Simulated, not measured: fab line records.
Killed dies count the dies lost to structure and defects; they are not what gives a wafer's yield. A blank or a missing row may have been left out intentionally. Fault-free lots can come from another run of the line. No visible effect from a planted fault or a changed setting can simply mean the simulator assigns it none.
fab line records -- flow gf180mcu
record: lots: 14, wafers: 42, lastDay: 34
route steps=602 shown V4@477 MIM@521
lots that met no fault: from a run of the same line without faults
startH: the number of hours between the record's first day and the start of the first shown wafer of the lot -- waitH: time in hours since the lot's previous step -- " repeats the value in the row above -- L1.1+2: several wafers, shown together as one row -- - either no value or no given start -- * or withheld: withheld -- < > ~ a bound
route shown NAME@n: NAME is a module with steps in the file, n the number in the route of the first one -- usual: mean and standard deviation over wafers with no fault -- same: alike in all rows -- chamber/n: place in a boat -- sites: per-site readings -- _std_site: standard deviation across them -- _edge_site: inner sites' mean taken away from outer sites' mean -- radiusMm: how far each site lies from the wafer's centre -- mask NAME#n: copy n -- behind: tool/chamber where the wafer was last shaped -- hold: reason for holding the lot/hours on hold/outcome of the hold -- device: names the non-switching transistor (n, p or np) -- end of line: tests run on the same wafers once the route is complete -- where a step has no rows: the recipe by itself -- killed: count of dies lost to structure and defects at first sort (not the wafer's yield) -- map: shows each die of a wafer: x if killed, . if not, _ if none is there
set.NAME: the run value of the setting; set.NAME@STEP: its run value at that earlier step -- model.NAME: the simulator's own value behind a step, which no gauge read
the route's steps for a sample of lots (tables are steps, rows are wafers)
services: a tool's chamber out of use, with start hour (startH, from the record's first day; less than 0 if before it), hours out, and reason
== steps ==
step: GF_V4_THK_MEAS_01
recipe: reads: SiO2_of_V4_CVD_00
usual: V4_CVD_00_THK: 599/6.4
lot.wafer,tool,chamber,startH,waitH,V4_CVD_00_THK[nm]
L286.4,filmMetro-02,-,553.39,0.0,596
L286.5,filmMetro-02,-,553.39,0.0,593
L286.6,filmMetro-02,-,553.39,0.0,601
L287.1,filmMetro-02,-,557.20,0.0,590
L287.2,filmMetro-02,-,557.20,0.0,598
L287.4,filmMetro-02,-,557.20,0.0,598
L288.3,filmMetro-01,-,568.18,0.1,605
L288.5,filmMetro-01,-,568.18,0.1,604
L288.6,filmMetro-01,-,568.18,0.1,603
L290.1,filmMetro-02,-,585.03,0.0,613
L290.2,filmMetro-02,-,585.03,0.0,604
L290.3,filmMetro-02,-,585.03,0.0,609
L291.2,filmMetro-02,-,590.12,0.0,596
L291.3,filmMetro-02,-,590.12,0.0,594
L291.4,filmMetro-02,-,590.12,0.0,592
L296.3,filmMetro-02,-,631.07,0.1,603
L296.4,filmMetro-02,-,631.07,0.1,597
L296.5,filmMetro-02,-,631.07,0.1,605
L297.1,filmMetro-04,-,639.74,0.0,604
L297.3,filmMetro-04,-,639.74,0.0,609
L297.6,filmMetro-04,-,639.74,0.0,599
L300.2,filmMetro-04,-,656.96,0.0,598
L300.3,filmMetro-04,-,656.96,0.0,600
L300.5,filmMetro-04,-,656.96,0.0,607
L301.1,filmMetro-02,-,666.40,0.0,604
L301.4,filmMetro-02,-,666.40,0.0,600
L301.6,filmMetro-02,-,666.40,0.0,602
L302.1,filmMetro-02,-,672.58,0.0,597
L302.4,filmMetro-02,-,672.58,0.0,599
L302.6,filmMetro-02,-,672.58,0.0,589
L303.2,filmMetro-04,-,681.52,0.0,603
L303.4,filmMetro-04,-,681.52,0.0,602
L303.6,filmMetro-04,-,681.52,0.0,600
L304.1,filmMetro-04,-,693.00,0.0,584
L304.3,filmMetro-04,-,693.00,0.0,581
L304.4,filmMetro-04,-,693.00,0.0,587
L307.2,filmMetro-01,-,708.31,0.0,606
L307.3,filmMetro-01,-,708.31,0.0,599
L307.4,filmMetro-01,-,708.31,0.0,597
L308.2,filmMetro-04,-,716.52,0.0,598
L308.4,filmMetro-04,-,716.52,0.0,597
L308.5,filmMetro-04,-,716.52,0.0,604
step: GF_V4_RS_MEAS_24
recipe: thkMeasGauge: four-point-probe, reads: W_of_V4_CVD_23+TiN_of_V4_SPUTTER_22+Ti_of_V4_SPUTTER_21
usual: V4_W_RS: 0.323/0.0059
lot.wafer,tool,chamber,startH,waitH,V4_W_RS[ohm/sq]
L286.4,filmMetro-04,-,576.66,0.1,0.331
L286.5,filmMetro-04,-,576.66,0.1,0.321
L286.6,filmMetro-04,-,576.66,0.1,0.331
L287.1,filmMetro-02,-,580.86,0.1,0.324
L287.2,filmMetro-02,-,580.86,0.1,0.316
L287.4,filmMetro-02,-,580.86,0.1,0.317
L288.3,filmMetro-04,-,592.04,0.1,0.315
L288.5,filmMetro-04,-,592.04,0.1,0.328
L288.6,filmMetro-04,-,592.04,0.1,0.316
L290.1,filmMetro-04,-,607.21,0.1,0.325
L290.2,filmMetro-04,-,607.21,0.1,0.320
L290.3,filmMetro-04,-,607.21,0.1,0.318
L291.2,filmMetro-01,-,612.42,0.1,0.323
L291.3,filmMetro-01,-,612.42,0.1,0.326
L291.4,filmMetro-01,-,612.42,0.1,0.315
L296.3,filmMetro-02,-,653.06,0.1,0.325
L296.4,filmMetro-02,-,653.06,0.1,0.322
L296.5,filmMetro-02,-,653.06,0.1,0.320
L297.1,filmMetro-04,-,661.61,0.1,0.329
L297.3,filmMetro-04,-,661.61,0.1,0.328
L297.6,filmMetro-04,-,661.61,0.1,0.325
L300.2,filmMetro-01,-,678.16,0.2,0.333
L300.3,filmMetro-01,-,678.16,0.2,0.330
L300.5,filmMetro-01,-,678.16,0.2,0.330
L301.1,filmMetro-04,-,686.40,0.1,0.318
L301.4,filmMetro-04,-,686.40,0.1,0.315
L301.6,filmMetro-04,-,686.40,0.1,0.329
L302.1,filmMetro-01,-,693.71,0.1,0.312
L302.4,filmMetro-01,-,693.71,0.1,0.327
L302.6,filmMetro-01,-,693.71,0.1,0.318
L303.2,filmMetro-02,-,701.99,0.1,0.319
L303.4,filmMetro-02,-,701.99,0.1,0.327
L303.6,filmMetro-02,-,701.99,0.1,0.328
L304.1,filmMetro-01,-,712.90,0.1,0.327
L304.3,filmMetro-01,-,712.90,0.1,0.319
L304.4,filmMetro-01,-,712.90,0.1,0.327
L307.2,filmMetro-02,-,727.35,0.1,0.328
L307.3,filmMetro-02,-,727.35,0.1,0.330
L307.4,filmMetro-02,-,727.35,0.1,0.319
L308.2,filmMetro-02,-,735.82,0.1,0.324
L308.4,filmMetro-02,-,735.82,0.1,0.327
L308.5,filmMetro-02,-,735.82,0.1,0.324
step: GF_MIM_DEVELOP_18
recipe: developTimeS: 60, devTempC: 23
usual: chillPlateTempC: 22.99/0.099, developTimeS: 60/0
lot.wafer,tool,chamber,startH,waitH,chillPlateTempC,developTimeS
L286.4,lithoTrack-04,0,598.51,0.1,22.83,60
L286.5,lithoTrack-04,0,598.51,0.1,23.16,60
L286.6,lithoTrack-04,0,598.51,0.1,23.03,60
L287.1,lithoTrack-03,0,603.31,0.1,22.98,60
L287.2,lithoTrack-03,0,603.31,0.1,22.88,60
L287.4,lithoTrack-03,0,603.31,0.1,22.84,60
L288.3,lithoTrack-04,0,614.34,0.1,22.89,60
L288.5,lithoTrack-04,0,614.34,0.1,22.79,60
L288.6,lithoTrack-04,0,614.34,0.1,22.94,60
L290.1,lithoTrack-04,0,628.29,0.1,22.85,60
L290.2,lithoTrack-04,0,628.29,0.1,22.78,60
L290.3,lithoTrack-04,0,628.29,0.1,22.84,60
L291.2,lithoTrack-03,0,633.38,0.1,23.08,60
L291.3,lithoTrack-03,0,633.38,0.1,23.15,60
L291.4,lithoTrack-03,0,633.38,0.1,23.01,60
L296.3,lithoTrack-03,-,673.36,0.1,-,-
L296.4,lithoTrack-03,-,673.36,0.1,-,-
L296.5,lithoTrack-03,-,673.36,0.1,-,-
L297.1,lithoTrack-02,-,681.37,0.1,-,-
L297.3,lithoTrack-02,-,681.37,0.1,-,-
L297.6,lithoTrack-02,-,681.37,0.1,-,-
L300.2,lithoTrack-03,0,697.33,0.1,22.94,60
L300.3,lithoTrack-03,0,697.33,0.1,23.00,60
L300.5,lithoTrack-03,0,697.33,0.1,22.96,60
L301.1,lithoTrack-03,0,705.81,0.1,22.77,60
L301.4,lithoTrack-03,0,705.81,0.1,22.90,60
L301.6,lithoTrack-03,0,705.81,0.1,22.93,60
L302.1,lithoTrack-03,0,713.06,0.1,23.06,60
L302.4,lithoTrack-03,0,713.06,0.1,22.99,60
L302.6,lithoTrack-03,0,713.06,0.1,23.15,60
L303.2,lithoTrack-03,0,720.43,0.1,23.04,60
L303.4,lithoTrack-03,0,720.43,0.1,23.27,60
L303.6,lithoTrack-03,0,720.43,0.1,22.99,60
L304.1,lithoTrack-04,0,731.64,0.1,23.00,60
L304.3,lithoTrack-04,0,731.64,0.1,22.92,60
L304.4,lithoTrack-04,0,731.64,0.1,23.03,60
L307.2,lithoTrack-04,0,744.91,0.1,23.14,60
L307.3,lithoTrack-04,0,744.91,0.1,22.85,60
L307.4,lithoTrack-04,0,744.91,0.1,22.99,60
L308.2,lithoTrack-03,0,753.88,0.1,23.05,60
L308.4,lithoTrack-03,0,753.88,0.1,22.95,60
L308.5,lithoTrack-03,0,753.88,0.1,22.93,60
step: GF_MIM_STRIP_20
recipe: chemistry: O2/N2, powerW: 1400, pressureMtorr: 1500, platenTempC: 250, o2FlowSccm: 3000, n2FlowSccm: 300, overashFraction: 0.5
usual: chamberPressureMTorr: 1500.0/1.3, drypumpMotorCurrentA: 5.8/0.4, heaterPowerW: 357/31, oesProductAu: 0.692/0.0053, stripTimeToEndpointS: 11.22/0.048
lot.wafer,tool,chamber,startH,waitH,chamberPressureMTorr,drypumpMotorCurrentA,heaterPowerW,oesProductAu,rfHoursCounterH,stripTimeToEndpointS
L286.4,plasmaAsher-01,0,598.69,0.1,1499.5,6.3,368,0.694,-,11.29
L286.5,plasmaAsher-01,1,598.69,0.1,1498.2,5.4,330,0.701,-,11.28
L286.6,plasmaAsher-01,0,598.69,0.1,1498.6,6.3,369,0.690,-,11.25
L287.1,plasmaAsher-04,0,603.53,0.0,1501.5,6.0,299,0.693,51,11.22
L287.2,plasmaAsher-04,1,603.53,0.0,1499.9,6.4,332,0.692,51,11.24
L287.4,plasmaAsher-04,1,603.53,0.0,1500.1,6.5,341,0.691,-,11.20
L288.3,plasmaAsher-01,1,614.54,0.1,1498.9,5.4,328,0.685,-,11.10
L288.5,plasmaAsher-01,0,614.54,0.1,1497.9,6.3,372,0.694,-,11.17
L288.6,plasmaAsher-01,1,614.54,0.1,1499.7,5.4,332,0.687,-,11.18
L290.1,plasmaAsher-04,0,628.51,0.0,1500.0,6.1,298,0.698,53,11.27
L290.2,plasmaAsher-04,1,628.51,0.0,1499.1,6.5,345,0.693,53,11.19
L290.3,plasmaAsher-04,0,628.51,0.0,1500.3,6.1,297,0.692,-,11.24
L291.2,plasmaAsher-01,0,633.58,0.0,1499.2,6.3,380,0.695,23,11.19
L291.3,plasmaAsher-01,0,633.58,0.0,1500.9,6.3,367,0.691,-,11.19
L291.4,plasmaAsher-01,1,633.58,0.0,1497.6,5.4,333,0.676,-,11.20
L296.3,plasmaAsher-03,0,673.56,0.1,1500.9,5.4,378,0.693,-,11.16
L296.4,plasmaAsher-03,1,673.56,0.1,1501.1,5.9,399,0.692,-,11.16
L296.5,plasmaAsher-03,1,673.56,0.1,1502.2,5.9,404,0.684,-,11.18
L297.1,plasmaAsher-01,0,681.59,0.0,1499.3,6.3,380,0.678,28,11.18
L297.3,plasmaAsher-01,1,681.59,0.0,1500.1,5.4,332,0.697,-,11.13
L297.6,plasmaAsher-01,0,681.59,0.0,1498.9,6.3,364,0.700,-,11.20
L300.2,plasmaAsher-01,1,697.53,0.0,1499.0,5.4,331,0.684,30,11.15
L300.3,plasmaAsher-01,1,697.53,0.0,1502.0,5.4,328,0.696,-,11.22
L300.5,plasmaAsher-01,1,697.53,0.0,1500.0,5.4,328,0.689,-,11.22
L301.1,plasmaAsher-03,0,706.03,0.0,1501.1,5.4,391,0.688,83,11.26
L301.4,plasmaAsher-03,0,706.03,0.0,1501.6,5.4,372,0.694,-,11.30
L301.6,plasmaAsher-03,1,706.03,0.0,1500.8,5.9,393,0.690,-,11.33
L302.1,plasmaAsher-01,1,713.28,0.0,1499.9,5.4,324,0.691,32,11.26
L302.4,plasmaAsher-01,0,713.28,0.0,1501.2,6.3,372,0.698,-,11.30
L302.6,plasmaAsher-01,1,713.28,0.0,1497.9,5.4,324,0.692,-,11.26
L303.2,plasmaAsher-03,1,720.63,0.0,1498.6,5.8,388,0.690,85,11.13
L303.4,plasmaAsher-03,0,720.63,0.0,1500.7,5.4,380,0.698,-,11.22
L303.6,plasmaAsher-03,1,720.63,0.0,1499.9,5.9,405,0.702,-,11.23
L304.1,plasmaAsher-01,0,731.86,0.0,1501.5,6.3,363,0.686,33,11.14
L304.3,plasmaAsher-01,0,731.86,0.0,1502.2,6.3,365,0.684,-,11.21
L304.4,plasmaAsher-01,1,731.86,0.0,1500.7,5.4,323,0.693,-,11.19
L307.2,plasmaAsher-03,1,745.11,0.0,1499.3,5.9,396,0.680,88,11.19
L307.3,plasmaAsher-03,1,745.11,0.0,1499.5,5.9,391,0.691,-,11.24
L307.4,plasmaAsher-03,0,745.11,0.0,1498.2,5.4,387,0.685,-,11.18
L308.2,plasmaAsher-01,1,754.08,0.0,1500.4,5.4,322,0.695,36,11.23
L308.4,plasmaAsher-01,1,754.08,0.0,1501.9,5.4,328,0.686,-,11.23
L308.5,plasmaAsher-01,0,754.08,0.0,1498.8,6.3,375,0.690,-,11.22
== services ==
tool,chamber,startH,hours,kind
plasmaAsher-04,-,655.33,2.8,pm
plasmaAsher-01,-,667.04,1.1,repair
plasmaAsher-04,-,689.54,4.9,repair
plasmaAsher-01,-,715.14,7.2,repair
plasmaAsher-04,-,739.61,2.2,repair
plasmaAsher-01,-,752.11,0.4,repair
== key ==
firstSign: step: GF_MIM_DEVELOP_18, reading: toolRecord, direction: missing
effect none on later readings
metAt GF_MIM_DEVELOP_18
struckLots L296,L297
laterRowsLeftOut L296.3,L296.4,L296.5,L297.1,L297.3,L297.6
sortLeftOut L296.3,L296.4,L296.5,L297.1,L297.3,L297.6
notActingAt GF_V4_THK_MEAS_01,GF_V4_RS_MEAS_24,GF_MIM_STRIP_20
onsetBetween 633.38 673.36
fault: kind: skippedStepWhole, tool: lithoTrack-02,lithoTrack-03, chamber: -, onsetH: 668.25, steps: GF_MIM_DEVELOP_18, scope: struckLotsOnly
sortLeftOut: the simulated sort isn't trusted on such a fault, so these wafers' sort isn't shown, and their yield isn't known
laterRowsLeftOut: the simulator's readings of these wafers behind a module that went badly wrong aren't trusted and aren't shown, but for the sort
